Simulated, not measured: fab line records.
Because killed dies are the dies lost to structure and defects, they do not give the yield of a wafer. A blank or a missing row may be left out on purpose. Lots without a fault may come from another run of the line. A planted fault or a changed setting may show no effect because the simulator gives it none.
Tool commonality check -- flow sky130 -- 14 lots, 41 wafers sampled

REASON IT WAS OPENED
SKY_LI_CONTACT_THK_MEAS_01, reading LI_CONTACT_HDPCVD_THK: flagged on 3 of 14 lots. Wafers without a fault read 927 nm, standard deviation 13.
Rule: a lot is flagged when every wafer of it that has a number lies more than 4 standard deviations from that mean, or none has a number. As for the other lots, they are considered sound.

lot,measured,on,"LI_CONTACT_HDPCVD_THK (nm), wafer by wafer",flag
L853,day 28 03:16,film-metro-04,906 937 908,
L856,day 28 22:02,film-metro-04,925 914 931,
L858,day 30 01:25,film-metro-01,927 943 924,
L859,day 30 13:20,film-metro-03,930 926 927,
L862,day 31 22:44,film-metro-01,933 930 907,
L864,day 32 03:10,film-metro-01,949 912 955,
L865,day 32 08:28,film-metro-03,937 913,
L866,day 32 09:39,film-metro-04,919 925 910,
L868,day 33 05:46,film-metro-01,920 946 911,
L869,day 33 11:55,film-metro-03,793 800 807,FLAGGED
L870,day 33 17:37,film-metro-04,787 805 781,FLAGGED
L872,day 34 04:05,film-metro-01,801 790 812,FLAGGED
L874,day 34 23:14,film-metro-04,903 935 923,
L876,day 35 09:19,film-metro-03,940 904 926,
The mean of the flagged lots' numbers is 797 nm, -130 nm from the usual (-10 standard deviations).

TOOL THAT RAN EACH LOT
The record keeps 1 process step preceding the reading, out of 708 steps on the route. Each cell gives the tool, then ch followed by the chambers the sampled wafers passed through, then the start.
lot,flag,SKY_LI_CONTACT_HDPCVD_00
L853,,"hdpcvd-01 ch 1,2, day 28 03:09"
L856,,"hdpcvd-02 ch 0,1,2, day 28 21:56"
L858,,"hdpcvd-02 ch 0,1,2, day 30 01:18"
L859,,"hdpcvd-02 ch 1,2, day 30 13:14"
L862,,"hdpcvd-01 ch 1,2, day 31 22:38"
L864,,"hdpcvd-02 ch 0,2, day 32 03:03"
L865,,"hdpcvd-01 ch 0,2, day 32 08:23"
L866,,"hdpcvd-01 ch 1,2, day 32 09:33"
L868,,"hdpcvd-02 ch 0,1,2, day 33 05:40"
L869,FLAGGED,"hdpcvd-02 ch 0,1,2, day 33 11:48"
L870,FLAGGED,"hdpcvd-02 ch 0,1,2, day 33 17:31"
L872,FLAGGED,"hdpcvd-02 ch 0,1, day 34 03:58"
L874,,"hdpcvd-01 ch 0,1,2, day 34 23:08"
L876,,"hdpcvd-01 ch 0,2, day 35 09:13"
These steps, and what they do:
- SKY_LI_CONTACT_HDPCVD_00: deposits PSG, target thk 930 nm, time 155 s.
- SKY_LI_CONTACT_THK_MEAS_01

FLAGGED AGAINST TOTAL, ONE TOOL AT A TIME (gauges that did the reading follow at the end)
step,tool,lots run,flagged,share of the flagged lots,sound lots run after its first flagged lot
SKY_LI_CONTACT_HDPCVD_00,hdpcvd-01,6,0,none,-
SKY_LI_CONTACT_HDPCVD_00,hdpcvd-02,8,3,all,0
SKY_LI_CONTACT_THK_MEAS_01,film-metro-01,5,1,some,0
SKY_LI_CONTACT_THK_MEAS_01,film-metro-03,4,1,some,1 (L876)
SKY_LI_CONTACT_THK_MEAS_01,film-metro-04,5,1,some,1 (L874)

THE TABLE: WHAT IT ALLOWS
Rows of the table that ran each flagged lot: 1, that is hdpcvd-02 at SKY_LI_CONTACT_HDPCVD_00.
- hdpcvd-02 at SKY_LI_CONTACT_HDPCVD_00 ran 8 lots, 3 of them flagged. Last sound lot L868 at day 33 05:40, first flagged lot L869 at day 33 11:48; a fault beginning in between fits.
hdpcvd-02 at SKY_LI_CONTACT_HDPCVD_00 is the single tool remaining.

WHAT THE SIMULATOR HAD PUT IN
Site profile drift: hdpcvd-02, from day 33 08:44 on, at SKY_LI_CONTACT_HDPCVD_00. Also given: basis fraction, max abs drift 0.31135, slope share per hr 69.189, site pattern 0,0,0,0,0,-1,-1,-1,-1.
Shown lots that were struck: L869, L870, L872. The rule above found the same.
